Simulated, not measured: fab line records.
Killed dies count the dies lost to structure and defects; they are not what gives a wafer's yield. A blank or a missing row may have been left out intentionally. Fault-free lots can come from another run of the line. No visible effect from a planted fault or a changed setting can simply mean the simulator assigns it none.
Which of the tools did it?    flow sky130    11 lots, 33 wafers sampled, at 3 steps of a route of 708

## WHAT THE GAUGES READ, wafer by wafer
SKY_VIA4_RS_MEAS_19: measurement is done with a four-point probe.
lot   measured      on             VIA4_W_RS (ohm/sq)
L960  day 42 19:32  film metro-03  0.225 0.224 0.226
L971  day 46 01:05  film metro-04  0.224 0.226 0.220
L972  day 46 03:07  film metro-04  0.222 0.226 0.222
L974  day 46 16:05  film metro-04  0.228 0.225 0.223
L976  day 47 02:47  film metro-04  0.226 0.224 0.225
L977  day 47 11:24  film metro-02  0.227 0.223 0.226
L978  day 47 12:14  film metro-03  0.226 0.229 0.221
L979  day 47 21:25  film metro-04  0.228 0.227 0.230
L980  day 48 00:10  film metro-04  0.226 0.222 0.221
L982  day 48 13:52  film metro-04  0.225 0.226 0.228
L983  day 48 16:43  film metro-02  0.226 0.226 0.227

## TOOL THAT RAN EACH LOT (tool first, then ch and the chambers of the sampled wafers, then the start)
lot   SKY_METAL3_STRIP_19                   SKY_VIA4_SPUTTER_17
L960  plasma asher-02 ch 0,1, day 38 09:31  pvd sputter-04, day 42 19:20
L971  plasma asher-04 ch 0, day 42 02:17    pvd sputter-03, day 46 00:52
L972  plasma asher-03 ch 0,1, day 42 05:40  pvd sputter-01, day 46 02:54
L974  plasma asher-02 ch 0,1, day 42 19:53  pvd sputter-03, day 46 15:53
L976  plasma asher-02 ch 0,1, day 43 06:26  pvd sputter-01, day 47 02:34
L977  plasma asher-03 ch 0,1, day 43 16:44  pvd sputter-03, day 47 11:11
L978  plasma asher-03 ch 0,1, day 43 18:49  pvd sputter-04, day 47 12:02
L979  plasma asher-02 ch 0, day 44 04:11    pvd sputter-04, day 47 21:13
L980  plasma asher-03 ch 0,1, day 44 08:05  pvd sputter-04, day 47 23:57
L982  plasma asher-02 ch 0,1, day 45 00:07  pvd sputter-01, day 48 13:40
L983  plasma asher-02 ch 0,1, day 45 02:20  pvd sputter-04, day 48 16:29
- SKY_METAL3_STRIP_19: strips in O2/N2.
- SKY_VIA4_SPUTTER_17: material TiN, target thk 20 nm, time 80 s.

## AS READ BY THE TOOLS THEMSELVES (means over the sampled wafers that have a number; for cases with no such wafer, the mark the record gives instead)
SKY_METAL3_STRIP_19.
lot   tool             drypump motor current A (A)  oes product au (a.u.)  strip time to endpoint s (s)
L960  plasma asher-02  5.8                          0.502                  6.54
L971  plasma asher-04  5.4                          0.505                  6.60
L972  plasma asher-03  5.5                          0.504                  6.53
L974  plasma asher-02  6.0                          0.501                  6.55
L976  plasma asher-02  6.0                          0.510                  6.67
L977  plasma asher-03  5.2                          0.506                  6.62
L978  plasma asher-03  5.2                          0.510                  6.58
L979  plasma asher-02  6.1                          0.508                  6.59
L980  plasma asher-03  5.2                          0.508                  6.56
L982  plasma asher-02  6.0                          0.501                  6.50
L983  plasma asher-02  6.0                          0.498                  6.57

SKY_VIA4_SPUTTER_17.
lot   tool            chamber pressure pa (Pa)  throttle valve pct (%)
L960  pvd sputter-04  5.005                     29.9
L971  pvd sputter-03  4.994                     29.5
L972  pvd sputter-01  5.009                     30.3
L974  pvd sputter-03  5.008                     29.8
L976  pvd sputter-01  5.006                     30.6
L977  pvd sputter-03  4.992                     29.6
L978  pvd sputter-04  5.001                     31.1
L979  pvd sputter-04  4.999                     31.8
L980  pvd sputter-04  5.000                     31.1
L982  pvd sputter-01  5.002                     30.6
L983  pvd sputter-04  4.991                     31.0

## THE ANSWER, worked out from the rows above alone
Rule: usual is defined by the lots themselves. Put in order of their means at a reading, lots are off if they are a third of the lots or fewer, leave a main group of 4 or more, and stand apart from it by a gap of 3 or more times the standard deviation of the main group's means; of several such gaps the widest counts. Not used: any main group whose means are identical at the precision the tables above print for the reading. A lot without any number at a reading at which 4 lots or more have one is off too. Any other lot the step has rows for is counted as sound. The gauges are gone through in route order, then the tools' own readings, and for those a lot's mean is taken as printed above. At the first step where some lot is off, the reading lying furthest off is the one used; lots without a number count as furthest.
No lot is off at any reading shown: from this, nothing can be told.

## WHAT HAD BEEN PUT IN BY THE SIMULATOR
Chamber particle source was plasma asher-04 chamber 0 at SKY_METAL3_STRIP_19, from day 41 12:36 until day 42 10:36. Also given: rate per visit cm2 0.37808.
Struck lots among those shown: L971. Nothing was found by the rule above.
